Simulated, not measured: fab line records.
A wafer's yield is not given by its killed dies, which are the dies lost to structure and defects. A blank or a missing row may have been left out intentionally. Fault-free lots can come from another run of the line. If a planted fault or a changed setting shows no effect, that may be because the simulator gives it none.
Which tool is to blame? | flow gf180mcu | Sampling: 13 lots, 39 wafers, 6 of 602 route steps

WHAT THE GAUGES SHOWED, per wafer
GF_NWELL_OVL_MEAS_07. Usual: for NWELL_OVL the level is 0.1 nm and the standard deviation is 1.3.
lot  | measured    | on         | NWELL_OVL (nm) | flag
L291 | day 3 07:08 | overlay-02 | -2.1 -1.3 1.0  |
L292 | day 3 12:23 | overlay-02 | -1.3 0.1 -2.6  |
L293 | day 3 17:02 | overlay-02 | 1.7 -0.6 2.9   |
L296 | day 4 09:50 | overlay-02 | - - -          | OFF
L300 | day 5 08:15 | overlay-02 | -2.2 -0.6 -2.8 |
L306 | day 6 16:58 | overlay-01 | -1.8 -0.5 0.6  |
L308 | day 7 03:38 | overlay-01 | -0.8 -0.7 0.6  |
L309 | day 7 09:20 | overlay-02 | 1.4 0.6 -0.5   |
L310 | day 7 14:26 | overlay-02 | 0.9 -0.4 -0.4  |
L311 | day 7 20:32 | overlay-01 | -0.5 -0.5 -0.3 |
L312 | day 8 02:47 | overlay-02 | 3.0 3.1 1.9    |
L313 | day 8 09:08 | overlay-01 | 1.3 0.6 0.2    |
L314 | day 8 15:17 | overlay-01 | 2.1 3.6 1.2    |

GF_NWELL_TW_MEAS_11. Usual: for NWELL_TW the level is 1578 and the standard deviation is 13.
lot  | measured    | on            | NWELL_TW       | flag
L291 | day 3 07:35 | film-metro-03 | 1585 1579 1585 |
L292 | day 3 12:50 | film-metro-03 | 1574 1576 1578 |
L293 | day 3 17:28 | film-metro-02 | 1557 1559 1552 |
L296 | day 4 10:17 | film-metro-03 | 30 30 30       | OFF
L300 | day 5 08:41 | film-metro-03 | 1574 1570 1577 |
L306 | day 6 17:24 | film-metro-02 | 1563 1561 1567 |
L308 | day 7 04:04 | film-metro-04 | 1589 1590 1584 |
L309 | day 7 09:47 | film-metro-02 | 1559 1563 1559 |
L310 | day 7 14:53 | film-metro-02 | 1553 1555 1555 |
L311 | day 7 20:58 | film-metro-04 | 1603 1594 1595 |
L312 | day 8 03:14 | film-metro-03 | 1568 1569 1576 |
L313 | day 8 09:34 | film-metro-04 | 1588 1588 1585 |
L314 | day 8 15:44 | film-metro-02 | 1567 1565 1569 |

GF_VT_IMPLANT_RS_MEAS_48: measurement is done with a four-point probe. Usual: for LVPWELL_RS the level is 1197.5 ohm/sq and the standard deviation is 2.8.
lot  | measured     | on            | LVPWELL_RS (ohm/sq)  | flag
L291 | day 7 13:02  | film-metro-04 | 1201.1 1200.8 1197.5 |
L292 | day 7 19:23  | film-metro-04 | 1195.0 1193.7 1198.0 |
L293 | day 8 01:04  | film-metro-03 | 1201.1 1199.7 1200.7 |
L296 | day 8 21:20  | film-metro-02 | 1195.3 1196.0 1196.7 |
L300 | day 10 00:10 | film-metro-03 | 1198.2 1195.7 1199.8 |
L306 | day 11 18:16 | film-metro-04 | 1193.8 1195.7 1196.0 |
L308 | day 12 07:52 | film-metro-02 | 1199.3 1195.1 1197.1 |
L309 | day 12 13:45 | film-metro-02 | 1196.8 1194.2 1194.0 |
L310 | day 12 19:53 | film-metro-03 | 1203.3 1203.9 1204.0 |
L311 | day 13 04:31 | film-metro-02 | 1193.4 1193.8 1196.3 |
L312 | day 13 12:03 | film-metro-02 | 1199.2 1196.4 1197.2 |
L313 | day 13 20:04 | film-metro-02 | 1199.7 1194.1 1197.9 |
L314 | day 14 03:16 | film-metro-03 | 1201.4 1195.6 1202.0 |

EACH LOT AND THE TOOL THAT RAN IT (in order: tool; ch and the chambers of the sampled wafers; start)
lot  | GF_STI_ETCH_14                  | GF_DNWELL_STRIP_08                  | GF_NWELL_EXPOSE_04
L291 | rie-si-01 ch 0,1,2, day 2 01:41 | plasma-asher-01 ch 0, day 2 18:50   | iline-stepper-01 ch 0, day 3 00:57
L292 | rie-si-02 ch 0,2, day 2 06:37   | plasma-asher-02 ch 0,1, day 2 23:43 | iline-stepper-01 ch 0, day 3 05:56
L293 | rie-si-02 ch 0,1,3, day 2 11:35 | plasma-asher-02 ch 0,1, day 3 03:59 | iline-stepper-01 ch 0, day 3 10:59
L296 | rie-si-02 ch 0,1,2, day 3 03:14 | plasma-asher-01 ch 0,1, day 3 20:36 | iline-stepper-02 ch 0, day 4 03:36
L300 | rie-si-01 ch 0,1, day 4 00:07   | plasma-asher-04 ch 0,1, day 4 18:19 | iline-stepper-01 ch 0, day 5 01:32
L306 | rie-si-01 ch 1,2,3, day 5 06:29 | plasma-asher-02 ch 0,1, day 6 01:35 | iline-stepper-01 ch 0, day 6 09:31
L308 | rie-si-02 ch 0,2,3, day 5 17:04 | plasma-asher-01 ch 0,1, day 6 12:04 | iline-stepper-02 ch 0, day 6 19:52
L309 | rie-si-02 ch 0,2,3, day 5 21:55 | plasma-asher-01 ch 0,1, day 6 17:44 | iline-stepper-02 ch 0, day 7 02:03
L310 | rie-si-02 ch 1,2,3, day 6 02:25 | plasma-asher-02 ch 0,1, day 6 22:19 | iline-stepper-02 ch 0, day 7 07:02
L311 | rie-si-02 ch 1,2,3, day 6 08:11 | plasma-asher-02 ch 0,1, day 7 04:37 | iline-stepper-02 ch 0, day 7 12:38
L312 | rie-si-01 ch 0,2,3, day 6 14:12 | plasma-asher-01 ch 0,1, day 7 10:26 | iline-stepper-02 ch 0, day 7 19:14
L313 | rie-si-01 ch 0,1, day 6 20:46   | plasma-asher-01 ch 0, day 7 17:59   | iline-stepper-02 ch 0, day 8 02:04
L314 | rie-si-02 ch 0,1,3, day 7 00:56 | plasma-asher-01 ch 0,1, day 7 23:29 | iline-stepper-02 ch 0, day 8 07:30
- GF_STI_ETCH_14: etches Si in HBr/Cl2/O2, target depth 360 nm, time 102.9 s.
- GF_DNWELL_STRIP_08: strips in O2/N2.
- GF_NWELL_EXPOSE_04: exposes mask Nwell, target cd 860 nm.

AS READ BY THE TOOLS THEMSELVES (means over the sampled wafers that have a number; for cases with no such wafer, the mark the record gives instead)
GF_STI_ETCH_14. Usual: drypump-motor-current-A 5.7 A, standard deviation 0.57; oes-product-au 1.003 a.u., standard deviation 0.011; throttle-valve-pct 25.655 %, standard deviation 0.011.
lot  | tool      | drypump-motor-current-A (A) | oes-product-au (a.u.) | throttle-valve-pct (%) | flag
L291 | rie-si-01 | 6.1                         | 1.003                 | 25.650                 |
L292 | rie-si-02 | 5.1                         | 1.003                 | 25.657                 |
L293 | rie-si-02 | 5.6                         | 0.994                 | 25.660                 |
L296 | rie-si-02 | 5.5                         | 0.998                 | 25.661                 |
L300 | rie-si-01 | 6.1                         | 1.000                 | 25.649                 |
L306 | rie-si-01 | 6.3                         | 1.006                 | 25.650                 |
L308 | rie-si-02 | 5.2                         | 1.009                 | 25.653                 |
L309 | rie-si-02 | 5.2                         | 1.008                 | 25.656                 |
L310 | rie-si-02 | 5.6                         | 1.007                 | 25.656                 |
L311 | rie-si-02 | 5.6                         | 1.014                 | 25.659                 |
L312 | rie-si-01 | 6.0                         | 0.999                 | 25.654                 |
L313 | rie-si-01 | 6.1                         | 0.996                 | 25.658                 |
L314 | rie-si-02 | 5.5                         | 0.997                 | 25.660                 |

GF_DNWELL_STRIP_08. Usual: drypump-motor-current-A 5.4 A, standard deviation 0.38; heater-power-w 327 W, standard deviation 21; oes-product-au 0.722 a.u., standard deviation 0.0048; strip-time-to-endpoint-s 36.92 s, standard deviation 0.1.
lot  | tool            | drypump-motor-current-A (A) | heater-power-w (W) | oes-product-au (a.u.) | strip-time-to-endpoint-s (s) | flag
L291 | plasma-asher-01 | 5.2                         | 354                | 0.721                 | 37.06                        |
L292 | plasma-asher-02 | 5.8                         | 309                | 0.722                 | 36.89                        |
L293 | plasma-asher-02 | 5.6                         | 312                | 0.721                 | 37.08                        |
L296 | plasma-asher-01 | 5.1                         | 358                | 0.726                 | 36.81                        |
L300 | plasma-asher-04 | 5.3                         | 315                | 0.719                 | 36.85                        |
L306 | plasma-asher-02 | 5.8                         | 316                | 0.722                 | 36.77                        |
L308 | plasma-asher-01 | 5.2                         | 353                | 0.720                 | 36.89                        |
L309 | plasma-asher-01 | 5.2                         | 354                | 0.724                 | 37.04                        |
L310 | plasma-asher-02 | 5.8                         | 315                | 0.726                 | 36.90                        |
L311 | plasma-asher-02 | 5.8                         | 319                | 0.724                 | 36.88                        |
L312 | plasma-asher-01 | 5.1                         | 355                | 0.717                 | 36.90                        |
L313 | plasma-asher-01 | 5.2                         | 352                | 0.720                 | 36.93                        |
L314 | plasma-asher-01 | 5.2                         | 353                | 0.726                 | 37.03                        |

THE ANSWER, worked out from the rows above alone
Rule: a lot counts as off when the mean over its wafers that have a number is more than 3 standard deviations away from the usual mean. A lot without any number at a reading at which 4 lots or more have one is off too. All remaining lots with rows at the step are treated as sound. After the gauges, taken in route order, come the tools' own readings; for these a lot's mean is taken, as printed above. At the first step where some lot is off, the reading lying furthest off is the one used; lots without a number count as furthest.
Off: at GF_NWELL_OVL_MEAS_07 (NWELL_OVL), L296. Without a number there: L296.
If a tool, at a process step before that reading, ran all the lots that are off and no sound lot after the first of them, it fits. The gauges at GF_NWELL_OVL_MEAS_07 aren't tried: what is off there is off at GF_NWELL_TW_MEAS_11 too, on other tools, and a gauge's error can't cause that. Not one of the candidates tried fits.

WHAT THE SIMULATOR PUT IN
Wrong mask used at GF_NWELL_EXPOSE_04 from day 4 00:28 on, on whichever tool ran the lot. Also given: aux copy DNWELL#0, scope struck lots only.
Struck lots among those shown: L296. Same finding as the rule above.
